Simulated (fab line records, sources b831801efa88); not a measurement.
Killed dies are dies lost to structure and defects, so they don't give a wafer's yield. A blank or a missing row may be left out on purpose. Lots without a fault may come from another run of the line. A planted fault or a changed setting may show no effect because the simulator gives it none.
fab line records | flow gf180mcu
record lots=12 wafers=35 last_day=34
route steps=602 shown M3@424 V3@434 M4@456
lots that met no fault: from a run of the same line without faults
start_h: hours from the record's first day to the start of the lot's first wafer shown | wait_h: hours since the lot's step before | " the same as in the row above | L1.1+2: a row that stands for several wafers | - no value, or no start given | * or withheld: withheld | < > ~ a bound
route shown NAME@n: a module of which the file shows steps, and the number in the route of the first | usual: mean/standard deviation of fault-free wafers | same: alike in all rows | chamber/n: place in a boat | sites: the reading at each site | _std_site: their standard deviation | _edge_site: outer sites' mean less inner sites' | radius_mm: how far each site lies from the wafer's centre | mask NAME#n: copy n | behind: the tool/chamber that last shaped the wafer | hold: why the lot was held/for how many hours/how that ended | device: the transistor (n, p or np) that didn't switch | end of line: the same wafers' tests at the end of the route | a step without rows: its recipe alone | killed: dies lost to structure and defects at the first sort, not the wafer's yield | map: a wafer's dies, x killed, . not, _ none there
set.NAME: the setting as run; set.NAME@STEP: as run at that earlier step | model.NAME: the simulator's own value behind a step, which no gauge read
steps of the route over a sample of lots; a table a step, a row a wafer
services: from which hour (start_h, from the record's first day; less than 0 if before it) a tool's chamber was out of use, for how many hours, and why
## steps
# step GF_M3_OVL_MEAS_15
# usual M3_OVL=5/5.2
# columns lot.wafer tool chamber start_h wait_h M3_OVL[nm]
L250.2 overlay-01 - 486.91 0.1 6
L250.5 " - " " 5
L250.6 " - " " 3
L251.2 overlay-01 - 503.14 0.1 5
L251.5 " - " " 10
L251.6 " - " " 3
L253.1 overlay-01 - 518.68 0.1 10
L253.5 " - " " 6
L253.6 " - " " 10
L255.1 overlay-01 - 539.63 0.1 3
L255.5 " - " " 7
L255.6 " - " " 7
L257.1 overlay-02 - 557.24 0.1 19
L257.4 " - " " 16
L257.6 " - " " 13
L258.1 overlay-01 - 565.84 0.1 7
L258.2 " - " " 12
L258.3 " - " " 6
L259.3 overlay-01 - 571.65 0.1 12
L259.4 " - " " 10
L259.5 " - " " 11
L260.3 overlay-02 - 583.84 0.1 1
L260.4 " - " " 13
L260.6 " - " " 4
L267.3 overlay-01 - 637.04 0.1 9
L267.4 " - " " -1
L270.3 overlay-02 - 655.37 0.1 11
L270.5 " - " " 10
L270.6 " - " " 11
L271.3 overlay-02 - 664.74 0.1 11
L271.5 " - " " 5
L271.6 " - " " 9
L272.1 overlay-02 - 668.30 0.1 3
L272.3 " - " " 3
L272.5 " - " " 8
# step GF_V3_BOW_MEAS_05
# recipe mode=bow
# usual V3_BOW=116/10
# columns lot.wafer tool chamber start_h wait_h V3_BOW[um]
L250.2 film_metro-04 - 488.19 0.3 104
L250.5 " - " " 105
L250.6 " - " " 107
L251.2 film_metro-03 - 504.66 0.3 135
L251.5 " - " " 139
L251.6 " - " " 134
L253.1 film_metro-04 - 519.95 0.1 114
L253.5 " - " " 119
L253.6 " - " " 100
L255.1 film_metro-03 - 540.90 0.1 119
L255.5 " - " " 131
L255.6 " - " " 129
L257.1 film_metro-02 - 558.50 0.1 120
L257.4 " - " " 119
L257.6 " - " " 113
L258.1 film_metro-04 - 567.10 0.2 131
L258.2 " - " " 127
L258.3 " - " " 129
L259.3 film_metro-04 - 572.94 0.2 117
L259.4 " - " " 117
L259.5 " - " " 115
L260.3 film_metro-04 - 585.22 0.3 133
L260.4 " - " " 123
L260.6 " - " " 119
L267.3 film_metro-02 - 638.37 0.1 131
L267.4 " - " " 110
L270.3 film_metro-02 - 656.81 0.3 104
L270.5 " - " " 96
L270.6 " - " " 103
L271.3 film_metro-02 - 666.03 0.2 100
L271.5 " - " " 112
L271.6 " - " " 103
L272.1 film_metro-04 - 669.94 0.1 116
L272.3 " - " " 126
L272.5 " - " " 117
# step GF_M4_SPUTTER_00
# recipe material=Ti target_thk_nm=37.5 arriving_ion_energy_ev=80 substrate_temp_c=200 chamber_pressure_pa=2 power_w=4000 time_s=150
# usual throttle_valve_pct=30.1/0.78
# columns lot.wafer tool chamber start_h wait_h throttle_valve_pct
L250.2 pvd_sputter-01 - 513.49 0.1 29.7
L250.5 " - " " 29.7
L250.6 " - " " 30.2
L251.2 pvd_sputter-04 - 529.43 0.1 29.1
L251.5 " - " " 29.5
L251.6 " - " " 30.4
L253.1 pvd_sputter-03 - 544.50 0.2 29.5
L253.5 " - " " 29.6
L253.6 " - " " 29.2
L255.1 pvd_sputter-03 - 564.35 0.1 30.5
L255.5 " - " " 30.9
L255.6 " - " " 29.5
L257.1 pvd_sputter-03 - 581.80 0.1 30.7
L257.4 " - " " 29.4
L257.6 " - " " 29.6
L258.1 pvd_sputter-03 - 590.82 0.2 28.9
L258.2 " - " " 30.4
L258.3 " - " " 29.8
L259.3 pvd_sputter-04 - 595.82 0.2 29.0
L259.4 " - " " 30.6
L259.5 " - " " 31.6
L260.3 pvd_sputter-04 - 608.14 0.1 31.6
L260.4 " - " " 30.5
L260.6 " - " " 30.0
L267.3 pvd_sputter-03 - 660.43 0.2 29.3
L267.4 " - " " 30.6
L270.3 pvd_sputter-04 - 677.94 0.2 31.6
L270.5 " - " " 30.1
L270.6 " - " " 31.7
L271.3 pvd_sputter-04 - 686.87 0.2 30.6
L271.5 " - " " 31.8
L271.6 " - " " 29.3
L272.1 pvd_sputter-01 - 690.73 0.1 29.4
L272.3 " - " " 30.4
L272.5 " - " " 30.2
# step GF_M4_METAL_ETCH_16
# recipe chemistry=Cl2/BCl3 mask_material=KrF target_depth_nm=750.8 stop_on=SiO2 pressure_mtorr=8 icp_w=800 bias_w=140 Cl2_flow_sccm=80 bcl3_flow_sccm=40 time_s=125.1
# usual drypump_motor_current_A=5.7/0.34 oes_product_au=0.988/0.008 throttle_valve_pct=28.233/0.013
# columns lot.wafer tool chamber start_h wait_h drypump_motor_current_A oes_product_au rf_hours_counter_h throttle_valve_pct
L250.2 rie_metal-02 0 536.88 0.1 5.5 0.987 - 28.241
L250.5 " 0 " " 5.5 0.996 - 28.234
L250.6 " 0 " " 5.5 0.997 - 28.230
L251.2 rie_metal-01 1 553.09 0.0 5.3 0.996 0 28.223
L251.5 " 1 " " 5.3 0.989 - 28.221
L251.6 " 0 " " 6.3 0.999 - 28.220
L253.1 rie_metal-02 0 567.03 0.0 5.5 0.997 9 28.217
L253.5 " 0 " " 5.5 0.993 - 28.225
L253.6 " 1 " " 5.4 0.982 - 28.238
L255.1 rie_metal-02 1 586.47 0.0 5.5 0.976 1 28.224
L255.5 " 0 " " 5.5 0.990 - 28.252
L255.6 " 1 " " 5.4 0.981 - 28.261
L257.1 rie_metal-03 1 602.83 0.0 5.8 0.981 10 28.251
L257.4 " 0 " " 6.0 0.990 - 28.230
L257.6 " 1 " " 5.8 0.981 - 28.238
L258.1 rie_metal-03 1 612.29 0.0 5.8 0.974 11 28.258
L258.2 " 0 " " 6.0 0.985 15 28.224
L258.3 " 0 " " 6.0 0.983 - 28.236
L259.3 rie_metal-01 0 616.96 0.1 6.3 0.995 - 28.222
L259.4 " 1 " " 5.3 0.998 - 28.223
L259.5 " 0 " " 6.3 1.000 - 28.211
L260.3 rie_metal-01 1 629.52 0.1 5.3 1.000 - 28.233
L260.4 " 0 " " 6.3 0.990 - 28.216
L260.6 " 0 " " 6.3 1.002 - 28.223
L267.3 rie_metal-02 0 680.96 0.1 5.5 1.000 - 28.228
L267.4 " 1 " " 5.5 0.985 - 28.228
L270.3 rie_metal-02 1 696.98 0.1 5.5 1.000 - 28.233
L270.5 " 1 " " 5.5 0.980 - 28.253
L270.6 " 0 " " 5.5 0.984 - 28.254
L271.3 rie_metal-01 0 706.22 0.1 6.3 0.989 - 28.223
L271.5 " 1 " " 5.3 0.994 - 28.225
L271.6 " 0 " " 6.3 0.996 - 28.220
L272.1 rie_metal-01 0 709.21 0.0 6.3 1.001 2 28.235
L272.3 " 0 " " 6.3 0.998 - 28.217
L272.5 " 0 " " 6.3 0.991 - 28.218
# step GF_M4_STRIP_17
# recipe chemistry=O2/N2 power_w=1400 pressure_mtorr=1500 platen_temp_c=250 o2_flow_sccm=3000 n2_flow_sccm=300 overash_fraction=0.5
# usual drypump_motor_current_A=5.8/0.41 heater_power_w=323/21 o2_flow_sccm=3000/9.6 oes_product_au=0.537/0.0056 strip_time_to_endpoint_s=7.39/0.074
# columns lot.wafer tool chamber start_h wait_h drypump_motor_current_A heater_power_w o2_flow_sccm oes_product_au rf_hours_counter_h strip_time_to_endpoint_s
L250.2 plasma_asher-03 1 537.10 0.2 5.4 322 2999 0.531 11 7.31
L250.5 " 1 " " 5.4 312 2986 0.543 - 7.30
L250.6 " 0 " " 5.4 337 3000 0.527 - 7.28
L251.2 plasma_asher-01 1 553.22 0.1 6.3 350 2998 0.536 91 7.32
L251.5 " 1 " " 6.3 347 2988 0.532 - 7.31
L251.6 " 0 " " 5.3 348 3009 0.538 - 7.27
L253.1 plasma_asher-02 0 567.16 0.1 6.2 318 3018 0.547 79 7.40
L253.5 " 1 " " 5.7 288 2993 0.536 - 7.35
L253.6 " 0 " " 6.2 320 2993 0.535 - 7.45
L255.1 plasma_asher-03 1 586.60 0.1 5.4 312 2979 0.541 17 7.47
L255.5 " 0 " " 5.3 346 3000 0.541 - 7.40
L255.6 " 1 " " 5.4 322 2994 0.542 - 7.48
L257.1 plasma_asher-02 0 602.96 0.1 6.2 315 2998 0.539 82 7.44
L257.4 " 0 " " 6.3 318 2999 0.547 - 7.41
L257.6 " 0 " " 6.2 312 3008 0.538 - 7.42
L258.1 plasma_asher-02 0 612.42 0.1 6.2 323 3004 0.539 83 7.50
L258.2 " 1 " " 5.7 287 3009 0.535 83 7.46
L258.3 " 1 " " 5.7 294 2995 0.535 - 7.42
L259.3 plasma_asher-02 1 617.08 0.1 5.7 292 3001 0.530 - 7.28
L259.4 " 0 " " 6.3 313 2990 0.531 - 7.33
L259.5 " 0 " " 6.2 327 2995 0.523 - 7.25
L260.3 plasma_asher-02 0 629.64 0.1 6.3 306 3009 0.534 - 7.36
L260.4 " 1 " " 5.8 301 2985 0.527 - 7.27
L260.6 " 0 " " 6.2 323 3006 0.521 - 7.21
L267.3 plasma_asher-03 1 681.08 0.1 5.4 316 3006 0.497 - 6.21
L267.4 " 0 " " 5.3 333 2987 0.535 - 7.44
L270.3 plasma_asher-01 0 697.10 0.1 5.3 347 3001 0.505 - 6.41
L270.5 " 1 " " 6.3 348 3000 0.539 - 7.47
L270.6 " 0 " " 5.3 343 3015 0.541 - 7.42
L271.3 plasma_asher-02 1 706.34 0.1 5.7 301 2996 0.535 - 7.24
L271.5 " 0 " " 6.3 322 3000 0.531 - 7.33
L271.6 " 1 " " 5.7 297 3006 0.534 - 7.21
L272.1 plasma_asher-01 1 709.34 0.1 6.3 353 2999 0.538 107 7.29
L272.3 " 1 " " 6.3 347 2997 0.541 - 7.27
L272.5 " 0 " " 5.3 338 3010 0.524 - 7.27
## services
# columns tool chamber start_h hours kind
pvd_sputter-04 - 491.37 1.8 repair
rie_metal-02 - 511.00 2.8 pm
rie_metal-01 1 512.89 - clean
rie_metal-01 1 512.89 18.8 scheduled_down
rie_metal-01 1 512.89 18.8 vent_cycle
pvd_sputter-03 - 515.90 1.9 repair
rie_metal-02 - 550.66 0.5 repair
pvd_sputter-01 - 558.45 2.4 repair
pvd_sputter-03 - 568.47 1.4 repair
pvd_sputter-01 - 571.47 1.0 repair
plasma_asher-01 - 585.90 3.0 repair
pvd_sputter-03 - 604.82 5.8 repair
rie_metal-01 1 608.38 7.9 repair
pvd_sputter-04 3 610.56 - consumable_replace:kit
pvd_sputter-04 3 610.56 18.0 scheduled_down
pvd_sputter-04 3 610.56 18.0 vent_cycle
rie_metal-01 0 630.02 - clean
rie_metal-01 0 630.02 15.9 scheduled_down
rie_metal-01 0 630.02 15.9 vent_cycle
plasma_asher-01 - 654.87 1.6 repair
rie_metal-02 - 659.04 0.3 repair
plasma_asher-03 - 683.92 2.4 repair
plasma_asher-03 - 686.02 1.1 repair
pvd_sputter-04 - 704.59 8.6 repair
## key
first_sign step=GF_M4_STRIP_17 reading=strip_time_to_endpoint_s direction=down sigmas=14 usual=* struck=*
effect step=GF_M4_STRIP_17 reading=oes_product_au direction=down sigmas=6.4 usual=0.537 struck=0.501
met_at GF_M4_METAL_ETCH_16
struck_lots L267,L270
struck_wafers L267.3,L270.3
not_acting_at GF_M3_OVL_MEAS_15,GF_V3_BOW_MEAS_05,GF_M4_SPUTTER_00
onset_between 586.47 680.96
fault kind=process_parameter_drift tool=rie_metal-02 chamber=- onset_h=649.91 steps=GF_M4_METAL_ETCH_16 channel=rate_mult offset=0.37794 shape=step end_h=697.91 scope=struck_wafers_only
